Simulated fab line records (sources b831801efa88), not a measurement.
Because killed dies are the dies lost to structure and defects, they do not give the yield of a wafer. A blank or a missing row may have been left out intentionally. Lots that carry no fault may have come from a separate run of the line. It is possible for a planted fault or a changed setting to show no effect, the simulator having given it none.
Matching of chambers ; flow sfqLine ; SFQ_TRILAYER_I2_CMP_CMP_064 on cmp-02: 4 sister chambers
The step polishes SiO2. 8 wafers are shown with their chamber, then 12 later ones without.

WAFERS, EACH WITH ITS CHAMBER
wafer;chamber;motorCurrentA (A);timeToEndpointS (s)
L514.1;3;11.0;234
L514.2;1;9.9;186
L514.4;0;10.5;236
L522.3;0;10.2;207
L522.5;3;11.2;217
L524.1;2;9.9;196
L524.2;1;9.7;189
L524.5;2;9.8;197

WAFERS MISSING THEIR CHAMBER
wafer;motorCurrentA (A);timeToEndpointS (s)
L525.4;10.7;199
L525.3;9.2;196
L525.5;10.5;208
L526.1;10.7;191
L526.2;11.2;200
L526.6;9.5;202
L528.3;9.8;209
L528.5;10.0;207
L528.6;10.8;212
L529.2;10.5;217
L529.1;11.6;222
L529.6;10.6;226

THE CHAMBER EACH PASSED THROUGH
wafer;from the rows above;in truth
L525.4;can't be placed: 0 or 3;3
L525.3;can't be placed: 1 or 2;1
L525.5;0;0
L526.1;can't be placed: 0 or 3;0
L526.2;3;3
L526.6;can't be placed: 1 or 2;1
L528.3;can't be placed: 2 or 1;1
L528.5;can't be placed: 2 or 1 or 0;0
L528.6;can't be placed: 3 or 0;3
L529.2;0;0
L529.1;3;3
L529.6;can't be placed: 0 or 3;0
Placed correctly: 4 of 12. Can't be placed from these rows: 8 (the true chamber is among the candidates in 8). Placed wrongly: 0.
How it was worked out, from the rows above alone: a wafer's distance from a chamber is the root of the sum, over the readings, of the square of ((its reading less the chamber's mean) divided by the reading's scatter). The wafer belongs to the nearest chamber; if the next one is less than 2 further off, it can't be placed. A chamber's mean is the mean of its shown wafers. The scatter: take each reading less its chamber's mean, square it, sum over the shown wafers, divide by the number of wafers less the number of chambers, and take the root.
